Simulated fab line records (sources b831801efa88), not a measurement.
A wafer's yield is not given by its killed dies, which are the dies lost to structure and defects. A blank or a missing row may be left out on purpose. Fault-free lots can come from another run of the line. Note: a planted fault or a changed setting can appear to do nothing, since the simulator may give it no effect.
fab line records | flow sky130
[record] lots = 14 | wafers = 42 | last-day = 50
route steps=708 shown FIELD_ISO@18 POLY_GATE@218 LDD_LDN@302 POLY_CUT@315 PAD_OPEN@708
lots that met no fault: from a run of the same line without faults
start-h: start of the lot's first displayed wafer, in hours after the record's first day | wait-h: hours from the lot's prior step to this one | " unchanged from the row above | L1.1+2: a row that stands for several wafers | - value missing, or start not given | * or withheld: withheld | < > ~ a bound
route shown NAME@n: a module of which the file shows steps, and the number in the route of the first | usual: mean/standard deviation of fault-free wafers | same: alike in all rows | chamber/n: place in a boat | sites: each site's reading | _std_site: standard deviation of those values | _edge_site: mean of outer sites minus mean of inner sites | radius-mm: how far each site lies from the wafer's centre | mask NAME#n: copy n | behind: the tool/chamber that last shaped the wafer | hold: what put the lot on hold/how long, in hours/how the hold closed | device: the transistor (n, p or np) that didn't switch | end of line: the route-end tests of the same wafers | a step given without rows: its recipe and nothing more | killed: dies that structure and defects cost at the first sort, which is not the same as the wafer's yield | map: dies across one wafer; x = killed, . = not, _ = none there
set.NAME: the run value of the setting; set.NAME@STEP: its run value at that earlier step | model.NAME: the simulator's own value behind a step, which no gauge read
one table for each step of the route and one row for each wafer, over a sample of lots
services: a tool's chamber out of use, with start hour (start-h, from the record's first day; less than 0 if before it), hours out, and reason
[[steps]]
[step SKY_FIELD_ISO_ETCH_17]
[recipe] target-depth-a = 3420 | mask-material = Si3N4 | chemistry = HBr/Cl2/O2 | target = Si | taper-deg = 5 | icp-w = 600 | bias-w = 150 | pressure-mtorr = 15 | HBr_flow_sccm = 150 | Cl2_flow_sccm = 40 | O2_flow_sccm = 6 | time-s = 97.7
[usual] HBr_flow_sccm = 150.1/0.45 | O2_flow_sccm = 5.999/0.02 | drypump-motor-current-A = 5.8/0.56 | he-backside-leak-sccm = 2.7/0.36 | oes-product-au = 1.001/0.0077 | throttle-valve-pct = 25.656/0.0096
lot.wafer | tool      | chamber | start-h | wait-h | HBr_flow_sccm | O2_flow_sccm | drypump-motor-current-A | he-backside-leak-sccm | oes-product-au | rf-hours-counter-h | throttle-valve-pct
L870.2    | rie-si-02 | 2       | 33.94   | 0.1    | 149.6         | 6.027        | 6.4                     | 2.5                   | 0.992          | 2                  | 25.662
L870.3    | "         | 0       | "       | "      | 150.2         | 5.989        | 6.6                     | 3.1                   | 1.003          | 127                | 25.649
L870.6    | "         | 0       | "       | "      | 149.9         | 5.991        | 6.6                     | 3.2                   | 0.999          | -                  | 25.647
L871.1    | rie-si-01 | 3       | 39.79   | 0.1    | 150.4         | 6.029        | 5.7                     | 2.8                   | 0.995          | 73                 | 25.657
L871.2    | "         | 1       | "       | "      | 151.5         | 6.013        | 5.5                     | 2.3                   | 0.993          | 21                 | 25.660
L871.5    | "         | 2       | "       | "      | 150.1         | 5.983        | 6.4                     | 2.8                   | 1.014          | -                  | 25.648
L872.2    | rie-si-02 | 2       | 45.05   | 0.1    | 149.9         | 5.990        | 6.4                     | 2.4                   | 0.993          | 2                  | 25.653
L872.3    | "         | 0       | "       | "      | 150.2         | 5.991        | 6.6                     | 3.1                   | 0.988          | 127                | 25.669
L872.6    | "         | 2       | "       | "      | 149.9         | 6.000        | 6.4                     | 2.4                   | 1.000          | -                  | 25.667
L874.3    | rie-si-02 | 3       | 56.59   | 0.0    | 150.2         | 6.014        | 5.6                     | 2.8                   | 1.003          | 0                  | 25.659
L874.4    | "         | 1       | "       | "      | 149.4         | 5.995        | 5.2                     | 2.5                   | 0.991          | -                  | 25.661
L874.6    | "         | 0       | "       | "      | 150.3         | 6.022        | 6.6                     | 2.9                   | 1.003          | -                  | 25.640
L879.4    | rie-si-01 | 2       | 83.80   | 0.0    | -             | -            | -                       | -                     | -              | -                  | -
L879.5    | "         | 2       | "       | "      | -             | -            | -                       | -                     | -              | -                  | -
L879.6    | "         | 1       | "       | "      | -             | -            | -                       | -                     | -              | -                  | -
L880.1    | rie-si-02 | 1       | 87.89   | 0.1    | -             | -            | -                       | -                     | -              | -                  | -
L880.3    | "         | 0       | "       | "      | -             | -            | -                       | -                     | -              | -                  | -
L880.4    | "         | 2       | "       | "      | -             | -            | -                       | -                     | -              | -                  | -
L881.1    | rie-si-01 | 2       | 93.55   | 0.1    | -             | -            | -                       | -                     | -              | -                  | -
L881.3    | "         | 1       | "       | "      | -             | -            | -                       | -                     | -              | -                  | -
L881.6    | "         | 2       | "       | "      | -             | -            | -                       | -                     | -              | -                  | -
L882.2    | rie-si-02 | 1       | 97.51   | 0.1    | 150.2         | 5.998        | 5.2                     | 2.4                   | 1.007          | 3                  | 25.629
L882.4    | "         | 2       | "       | "      | 149.7         | 5.978        | 6.4                     | 2.3                   | 1.000          | 3                  | 25.641
L882.5    | "         | 2       | "       | "      | 150.3         | 5.985        | 6.4                     | 2.3                   | 0.995          | -                  | 25.657
L883.1    | rie-si-01 | 3       | 103.25  | 0.1    | 150.0         | 6.019        | 5.7                     | 2.7                   | 1.007          | 74                 | 25.642
L883.3    | "         | 2       | "       | "      | 149.7         | 6.020        | 6.4                     | 3.1                   | 1.001          | 124                | 25.653
L883.4    | "         | 0       | "       | "      | 150.3         | 6.030        | 5.2                     | 2.5                   | 1.009          | 12                 | 25.659
L884.1    | rie-si-01 | 1       | 108.45  | 0.1    | 150.2         | 5.975        | 5.5                     | 2.3                   | 0.992          | 21                 | 25.652
L884.2    | "         | 0       | "       | "      | 150.1         | 6.004        | 5.3                     | 2.5                   | 1.008          | 12                 | 25.642
L884.6    | "         | 0       | "       | "      | 150.4         | 5.984        | 5.2                     | 2.4                   | 1.002          | -                  | 25.651
L885.2    | rie-si-02 | 3       | 112.04  | 0.1    | 150.3         | 6.016        | 5.6                     | 2.7                   | 1.010          | 1                  | 25.657
L885.4    | "         | 2       | "       | "      | 150.2         | 5.969        | 6.4                     | 2.4                   | 1.006          | 3                  | 25.660
L885.5    | "         | 2       | "       | "      | 149.9         | 5.982        | 6.4                     | 2.4                   | 1.007          | -                  | 25.662
L889.2    | rie-si-01 | 0       | 133.14  | 0.1    | 150.2         | 6.023        | 5.2                     | 2.5                   | 1.003          | 13                 | 25.659
L889.3    | "         | 3       | "       | "      | 150.2         | 6.011        | 5.7                     | 2.7                   | 0.997          | 74                 | 25.650
L889.5    | "         | 2       | "       | "      | 150.7         | 6.000        | 6.4                     | 3.1                   | 1.002          | -                  | 25.648
L890.4    | rie-si-02 | 2       | 137.94  | 0.0    | 150.3         | 5.991        | 6.4                     | 2.4                   | 0.989          | 3                  | 25.660
L890.5    | "         | 1       | "       | "      | 150.5         | 6.026        | 5.1                     | 2.5                   | 1.009          | -                  | 25.634
L890.6    | "         | 0       | "       | "      | 149.5         | 6.017        | 6.6                     | 2.9                   | 1.005          | -                  | 25.665
L892.2    | rie-si-01 | 1       | 149.99  | 0.1    | 150.6         | 6.008        | 5.5                     | 2.5                   | 0.998          | 22                 | 25.669
L892.4    | "         | 0       | "       | "      | 150.1         | 5.996        | 5.2                     | 2.5                   | 1.005          | 13                 | 25.660
L892.5    | "         | 2       | "       | "      | 150.2         | 6.024        | 6.4                     | 2.8                   | 0.986          | -                  | 25.662
[step SKY_POLY_GATE_THK_MEAS_04]
[recipe] reads = Si3N4_of_POLY_GATE_CVD_03
[usual] POLY_GATE_CVD_03_THK = 75.0/0.78
lot.wafer | tool          | chamber | start-h | wait-h | POLY_GATE_CVD_03_THK[nm]
L870.2    | film-metro-03 | -       | 349.85  | 0.0    | 74.4
L870.3    | "             | -       | "       | "      | 74.9
L870.6    | "             | -       | "       | "      | 74.4
L871.1    | film-metro-02 | -       | 362.69  | 0.0    | 76.2
L871.2    | "             | -       | "       | "      | 75.9
L871.5    | "             | -       | "       | "      | 76.1
L872.2    | film-metro-02 | -       | 366.89  | 0.0    | 74.5
L872.3    | "             | -       | "       | "      | 74.4
L872.6    | "             | -       | "       | "      | 74.6
L874.3    | film-metro-02 | -       | 387.44  | 0.0    | 76.1
L874.4    | "             | -       | "       | "      | 75.2
L874.6    | "             | -       | "       | "      | 75.2
L882.2    | film-metro-04 | -       | 458.63  | 0.0    | 75.3
L882.4    | "             | -       | "       | "      | 75.6
L882.5    | "             | -       | "       | "      | 74.9
L883.1    | film-metro-03 | -       | 463.39  | 0.0    | 74.2
L883.3    | "             | -       | "       | "      | 74.5
L883.4    | "             | -       | "       | "      | 73.8
L884.1    | film-metro-04 | -       | 472.99  | 0.0    | 74.8
L884.2    | "             | -       | "       | "      | 74.6
L884.6    | "             | -       | "       | "      | 74.2
L885.2    | film-metro-03 | -       | 474.70  | 0.0    | 75.0
L885.4    | "             | -       | "       | "      | 74.9
L885.5    | "             | -       | "       | "      | 74.9
L889.2    | film-metro-04 | -       | 512.71  | 0.0    | 75.3
L889.3    | "             | -       | "       | "      | 75.1
L889.5    | "             | -       | "       | "      | 74.6
L890.4    | film-metro-03 | -       | 516.12  | 0.0    | 73.4
L890.5    | "             | -       | "       | "      | 73.6
L890.6    | "             | -       | "       | "      | 73.6
L892.2    | film-metro-03 | -       | 537.20  | 0.0    | 74.9
L892.4    | "             | -       | "       | "      | 75.8
L892.5    | "             | -       | "       | "      | 75.9
[step SKY_LDD_LDN_TW_MEAS_13]
[usual] LDD_LDN_TW = 1499/11
lot.wafer | tool          | chamber | start-h | wait-h | LDD_LDN_TW
L870.2    | film-metro-01 | -       | 533.62  | 0.1    | 1511
L870.3    | "             | -       | "       | "      | 1515
L870.6    | "             | -       | "       | "      | 1505
L871.1    | film-metro-01 | -       | 547.06  | 0.1    | 1506
L871.2    | "             | -       | "       | "      | 1510
L871.5    | "             | -       | "       | "      | 1514
L872.2    | film-metro-01 | -       | 553.42  | 0.1    | 1505
L872.3    | "             | -       | "       | "      | 1508
L872.6    | "             | -       | "       | "      | 1501
L874.3    | film-metro-02 | -       | 576.33  | 0.1    | 1499
L874.4    | "             | -       | "       | "      | 1502
L874.6    | "             | -       | "       | "      | 1502
L883.1    | film-metro-02 | -       | 645.41  | 0.1    | 1495
L883.3    | "             | -       | "       | "      | 1494
L883.4    | "             | -       | "       | "      | 1496
L884.1    | film-metro-02 | -       | 654.96  | 0.1    | 1494
L884.2    | "             | -       | "       | "      | 1494
L884.6    | "             | -       | "       | "      | 1492
L885.2    | film-metro-01 | -       | 657.82  | 0.1    | 1503
L885.4    | "             | -       | "       | "      | 1497
L885.5    | "             | -       | "       | "      | 1498
L882.2    | film-metro-01 | -       | 658.87  | 0.1    | 1508
L882.4    | "             | -       | "       | "      | 1504
L882.5    | "             | -       | "       | "      | 1505
L889.2    | film-metro-02 | -       | 691.77  | 0.1    | 1492
L889.3    | "             | -       | "       | "      | 1492
L889.5    | "             | -       | "       | "      | 1495
L890.4    | film-metro-01 | -       | 695.14  | 0.1    | 1512
L890.5    | "             | -       | "       | "      | 1510
L890.6    | "             | -       | "       | "      | 1510
L892.2    | film-metro-03 | -       | 713.87  | 0.1    | 1490
L892.4    | "             | -       | "       | "      | 1492
L892.5    | "             | -       | "       | "      | 1487
[step SKY_POLY_CUT_CD_MEAS_08]
[recipe] target-cd-nm = 270
[usual] cd-nm = 270.2/1.3
lot.wafer | tool      | chamber | start-h | wait-h | cd-nm
L870.2    | cd-sem-01 | -       | 565.05  | -      | 270.7
L870.3    | "         | -       | "       | "      | 273.6
L870.6    | "         | -       | "       | "      | 272.8
L871.1    | cd-sem-02 | -       | 577.93  | -      | 271.4
L871.2    | "         | -       | "       | "      | 271.1
L871.5    | "         | -       | "       | "      | 270.1
L872.2    | cd-sem-01 | -       | 584.40  | -      | 269.0
L872.3    | "         | -       | "       | "      | 271.2
L872.6    | "         | -       | "       | "      | 271.5
L874.3    | cd-sem-02 | -       | 606.22  | -      | 268.8
L874.4    | "         | -       | "       | "      | 270.0
L874.6    | "         | -       | "       | "      | 268.6
L883.1    | cd-sem-01 | -       | 675.58  | -      | 271.0
L883.3    | "         | -       | "       | "      | 269.3
L883.4    | "         | -       | "       | "      | 270.1
L884.1    | cd-sem-01 | -       | 685.52  | -      | 270.3
L884.2    | "         | -       | "       | "      | 270.3
L884.6    | "         | -       | "       | "      | 270.7
L885.2    | cd-sem-01 | -       | 687.74  | -      | 270.6
L885.4    | "         | -       | "       | "      | 270.6
L885.5    | "         | -       | "       | "      | 272.8
L882.2    | cd-sem-02 | -       | 691.34  | -      | 269.7
L882.4    | "         | -       | "       | "      | 268.1
L882.5    | "         | -       | "       | "      | 268.5
L889.2    | cd-sem-02 | -       | 721.90  | -      | 269.7
L889.3    | "         | -       | "       | "      | 270.0
L889.5    | "         | -       | "       | "      | 269.9
L890.4    | cd-sem-02 | -       | 724.83  | -      | 267.4
L890.5    | "         | -       | "       | "      | 269.2
L890.6    | "         | -       | "       | "      | 269.0
L892.2    | cd-sem-02 | -       | 743.59  | -      | 271.1
L892.4    | "         | -       | "       | "      | 269.6
L892.5    | "         | -       | "       | "      | 271.8
[step SKY_PAD_OPEN_PROBE_99]
[usual] killed_at_M0_to_M3 = 44/7.7 | killed_at_M4_up = 3.2/1.7 | killed-at-contacts = 24/5.3 | killed-at-front-end = 15/4.3 | killed-at-other = 0.3/0.57 | killed-dies = 87/11 | killed-on-rim = 17/3.8 | killed-open = 47/7.4 | killed-short = 40/6.5
[same] gross-dies = 492 | killed-at-back-side = 0
lot.wafer | tool      | chamber | start-h | wait-h | killed_at_M0_to_M3 | killed_at_M4_up | killed-at-contacts | killed-at-front-end | killed-at-other | killed-dies | killed-on-rim | killed-open | killed-short
L879.4    | prober-02 | -       | 1138.97 | 0.2    | 42                 | 3               | 29                 | 418                 | 0               | 492         | 96            | 47          | 41
L879.5    | prober-02 | -       | 1139.02 | 0.2    | 67                 | 3               | 27                 | 393                 | 2               | 492         | 96            | 55          | 52
L879.6    | prober-02 | -       | 1139.07 | 0.2    | 40                 | 5               | 20                 | 427                 | 0               | 492         | 96            | 36          | 37
L880.1    | prober-01 | -       | 1144.20 | 0.1    | 40                 | 5               | 26                 | 421                 | 0               | 492         | 96            | 51          | 34
L880.3    | prober-01 | -       | 1144.30 | 0.2    | 32                 | 5               | 23                 | 432                 | 0               | 492         | 96            | 40          | 35
L880.4    | prober-01 | -       | 1144.35 | 0.2    | 53                 | 3               | 18                 | 418                 | 0               | 492         | 96            | 50          | 36
L881.1    | prober-02 | -       | 1145.80 | 0.1    | 41                 | 4               | 24                 | 423                 | 0               | 492         | 96            | 44          | 42
L881.3    | prober-02 | -       | 1145.90 | 0.2    | 50                 | 3               | 24                 | 414                 | 1               | 492         | 96            | 47          | 47
L881.6    | prober-02 | -       | 1146.05 | 0.2    | 46                 | 3               | 16                 | 427                 | 0               | 492         | 96            | 38          | 49
// killed by level:class
L879.4 FIELD_ISO:area-etch=404 VIA1:geometric-particle:open=14 CONTACT:geometric-particle:open=12 VIA2:geometric-particle:open=7 METAL1:geometric-particle:short=6 POLY_GATE:geometric-particle:short=5 LOCAL_INTERCONNECT:geometric-particle:short=5 LI_CONTACT:geometric-particle:open=4
L879.5 FIELD_ISO:area-etch=383 VIA1:geometric-particle:open=17 VIA1:geometric-particle:short=10 CONTACT:geometric-particle:open=9 METAL1:geometric-particle:short=9 LI_CONTACT:geometric-particle:open=7 VIA3:geometric-particle:open=6 METAL3:geometric-particle:short=5
L879.6 FIELD_ISO:area-etch=419 METAL1:geometric-particle:short=8 VIA1:geometric-particle:open=8 VIA2:geometric-particle:open=7 CONTACT:geometric-particle:open=6 METAL2:geometric-particle:short=5 CONTACT:geometric-particle:short=5 VIA1:geometric-particle:short=5
L880.1 FIELD_ISO:area-etch=407 CONTACT:geometric-particle:open=12 VIA1:geometric-particle:open=9 VIA2:geometric-particle:open=7 METAL4:geometric-particle:short=5 FIELD_ISO:geometric-particle:open=4 LI_CONTACT:geometric-particle:short=4 LI_CONTACT:geometric-particle:open=4
L880.3 FIELD_ISO:area-etch=417 CONTACT:geometric-particle:open=11 FIELD_ISO:geometric-particle:short=6 VIA1:geometric-particle:open=6 METAL1:geometric-particle:short=5 VIA3:geometric-particle:open=5 LI_CONTACT:geometric-particle:open=4 CONTACT:geometric-particle:short=4
L880.4 FIELD_ISO:area-etch=406 VIA1:geometric-particle:open=15 VIA2:geometric-particle:open=8 VIA3:geometric-particle:open=8 METAL2:geometric-particle:short=5 METAL1:geometric-particle:short=5 FIELD_ISO:geometric-particle:short=4 LI_CONTACT:geometric-particle:open=4
L881.1 FIELD_ISO:area-etch=406 VIA3:geometric-particle:open=8 METAL2:geometric-particle:short=8 FIELD_ISO:geometric-particle:open=7 LI_CONTACT:geometric-particle:short=7 VIA1:geometric-particle:open=7 LI_CONTACT:geometric-particle:open=5 CONTACT:geometric-particle:short=5
L881.3 FIELD_ISO:area-etch=398 VIA3:geometric-particle:open=11 VIA2:geometric-particle:open=7 LI_CONTACT:geometric-particle:open=7 FIELD_ISO:geometric-particle:short=6 CONTACT:geometric-particle:open=6 VIA1:geometric-particle:open=6 METAL2:geometric-particle:short=5
L881.6 FIELD_ISO:area-etch=405 FIELD_ISO:geometric-particle:short=7 METAL1:geometric-particle:short=7 METAL2:geometric-particle:short=7 VIA1:geometric-particle:open=6 VIA3:geometric-particle:short=6 FIELD_ISO:geometric-particle:open=5 LOCAL_INTERCONNECT:geometric-particle:short=5
[[services]]
tool      | chamber | start-h | hours | kind
rie-si-02 | 3       | 28.95   | -     | clean
rie-si-02 | 3       | 28.95   | 16.5  | scheduled-down
rie-si-02 | 3       | 28.95   | 16.5  | vent-cycle
rie-si-01 | -       | 40.85   | 28.1  | pm
rie-si-02 | 2       | 51.99   | 7.4   | repair
[[key]]
[first-sign] step = SKY_FIELD_ISO_ETCH_17 | reading = tool-record | direction = missing
[effect] step = SKY_PAD_OPEN_PROBE_99 | reading = killed-at-front-end | direction = up | sigmas = 94 | usual = 15 | struck = 419
[more-kills-born-at] SKY_FIELD_ISO_ETCH_17@rie-si-01 = 2415 | SKY_FIELD_ISO_ETCH_17@rie-si-02 = 1229
met-at SKY_FIELD_ISO_ETCH_17
struck-lots L879,L880,L881
later-rows-left-out L879.4,L879.5,L879.6,L880.1,L880.3,L880.4,L881.1,L881.3,L881.6
tester-left-out L879,L880,L881
not-acting-at SKY_POLY_GATE_THK_MEAS_04,SKY_LDD_LDN_TW_MEAS_13,SKY_POLY_CUT_CD_MEAS_08
onset-between 56.59 83.80
[fault] kind = skipped-step-whole | tool = rie-si-01,rie-si-02 | chamber = - | onset-h = 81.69 | steps = SKY_FIELD_ISO_ETCH_17 | scope = struck-lots-only
// tester-left-out: of these lots the tester's yield and bins aren't shown, on N5 and GAA mostly nor the transistor test; their killed dies are dies lost to structure and defects alone, not to doping, threshold or leakage, so they don't give the yield
// later-rows-left-out: the simulator's readings of these wafers behind a module that went badly wrong aren't trusted and aren't shown, but for the sort
